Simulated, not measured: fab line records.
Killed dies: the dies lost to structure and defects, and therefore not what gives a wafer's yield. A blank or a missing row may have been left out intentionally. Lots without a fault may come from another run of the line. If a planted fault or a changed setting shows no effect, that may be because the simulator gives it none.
The tool behind it: which one? ; flow gf180mcu ; 33 wafers sampled from 11 lots at 1 step of a route of 602

WHAT EACH GAUGE READ, for each wafer
GF_STI_BOW_MEAS_00.
lot;measured;on;INCOMING_BOW (um)
L244;day 1 10:01;film metro-04;7 7 3
L246;day 1 20:00;film metro-04;15 9 7
L255;day 3 17:02;film metro-03;-5 -1 11
L256;day 3 22:00;film metro-03;5 -4 10
L257;day 4 03:02;film metro-01;-8 10 -5
L258;day 4 08:02;film metro-01;-12 3 -4
L259;day 4 13:00;film metro-04;12 3 10
L261;day 4 23:00;film metro-03;1 1 -8
L262;day 5 04:02;film metro-03;5 -8 -7
L263;day 5 09:00;film metro-03;5 -12 -3
L265;day 5 19:00;film metro-01;4 7 -1

WHAT TOOL EACH LOT RAN ON (gives the tool, then ch and the chambers of the sampled wafers, and finally the start)
The record shows no process step preceding these readings.

THE ANSWER, worked out from the rows above alone
Rule: the usual values come from the lots themselves. Put in order of their means at a reading, lots are off if they are a third of the lots or fewer, leave a main group of 4 or more, and stand apart from it by a gap of 3 or more times the standard deviation of the main group's means; of several such gaps the widest counts. The tables above print the reading to a certain number of digits; a main group whose means all agree to those digits is not used. A lot without any number at a reading at which 4 lots or more have one is off too. All remaining lots with rows at the step are treated as sound.
No lot is off on any of the readings shown, so nothing can be concluded from this.

WHAT WAS PUT IN BY THE SIMULATOR
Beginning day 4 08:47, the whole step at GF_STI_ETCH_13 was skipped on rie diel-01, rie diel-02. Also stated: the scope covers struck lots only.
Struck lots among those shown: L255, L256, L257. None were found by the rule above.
